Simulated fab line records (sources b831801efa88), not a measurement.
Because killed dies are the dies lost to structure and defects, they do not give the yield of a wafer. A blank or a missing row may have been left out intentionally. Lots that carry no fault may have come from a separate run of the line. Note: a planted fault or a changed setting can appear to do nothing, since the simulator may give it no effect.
Comparing a struck lot with a sound one :: flow sky130 :: 14 out of 708 route steps
Sound: these wafers, L962.2, L962.3, L962.5. Wafers L976.1, L976.4, L976.5 were the ones struck. The cause is given at the end.
Each step with rows lists, per side, the tool, then ch with its chambers, then its first start. Under that, the readings that differ: sound wafers :: struck wafers :: difference of the means :: sigmas: that difference in standard deviations of wafers without a fault.
alike: words and numbers the same on both sides, and readings whose means are apart by under 2 such deviations; not compared: readings that were withheld, readings missing a value for some wafer, numbers with overlapping values and no deviation given by the record, and bounds like >300 which may hide the same value.
A row with sigmas, a row that says differs or no value, or rows on one side alone: a step with any of these is where the two part. When numbers do not overlap yet have no deviation, they are printed without sigmas and do not part them. Lack of a reading on every wafer of one side parts them only where that side has two or more wafers.

first, 1 step without rows for these wafers: SKY_CAPM_DEVELOP_11 (develop time 60 s).
SKY_CAPM_OVL_MEAS_12:
  sound: overlay-01 at day 37 19:20; struck: overlay-01 at day 42 02:15
  alike: CAPM_OVL
SKY_CAPM_METAL_ETCH_13: etches TiN in Cl2/BCl3, stops on SiO2, target depth 220 nm, time 62.9 s.
  sound on rie metal-01 ch 0,1, day 37 19:22; struck on rie metal-01 ch 0,1, day 42 02:17
  alike: drypump motor current A, oes product au, throttle valve pct
  not compared: rf hours counter h
SKY_CAPM_STRIP_14: strips in O2/N2.
  sound on plasma asher-03 ch 0,1, day 37 19:26; struck on plasma asher-03 ch 0,1, day 42 02:22
  alike: drypump motor current A, oes product au, strip time to endpoint s
  not compared: rf hours counter h
then, 8 steps without rows for these wafers: SKY_CAPM_STRIP_15 (strips in post etch residue remover, time 1200 s); SKY_CAPM_CLEAN_16 (cleans in IPA, time 180 s); SKY_CAPM_CLEAN_17 (cleans in O3/DIW); SKY_METAL3_DEHYDRATE_05 (time 60 s); SKY_METAL3_HMDS_06 (prime time 60 s); SKY_METAL3_COAT_07 (resist thk 60 nm); SKY_METAL3_COAT_08 (resist thk 1140 nm); SKY_METAL3_SOFTBAKE_09 (time 90 s).
SKY_METAL3_EXPOSE_10: exposes mask MM3, target cd 300 nm.
  struck on krf scanner-02, day 42 14:30; sound on krf scanner-01 ch 0, day 38 09:26
  no value came back on the struck wafers for exposure dose mJ cm2, focus offset nm (nm), stage vel mm s (mm/s); on the sound wafers exposure dose mJ cm2 reads 27.980 27.993 28.009
  alike: mask
then, 1 step without rows for these wafers: SKY_METAL3_PEB_11.

## WHERE THEY PART
Only at SKY_METAL3_EXPOSE_10, as far as this record shows.

WHY: what the simulator had put in
Beginning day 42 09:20, the whole step at SKY_METAL3_EXPOSE_10 was skipped on krf scanner-02. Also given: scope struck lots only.
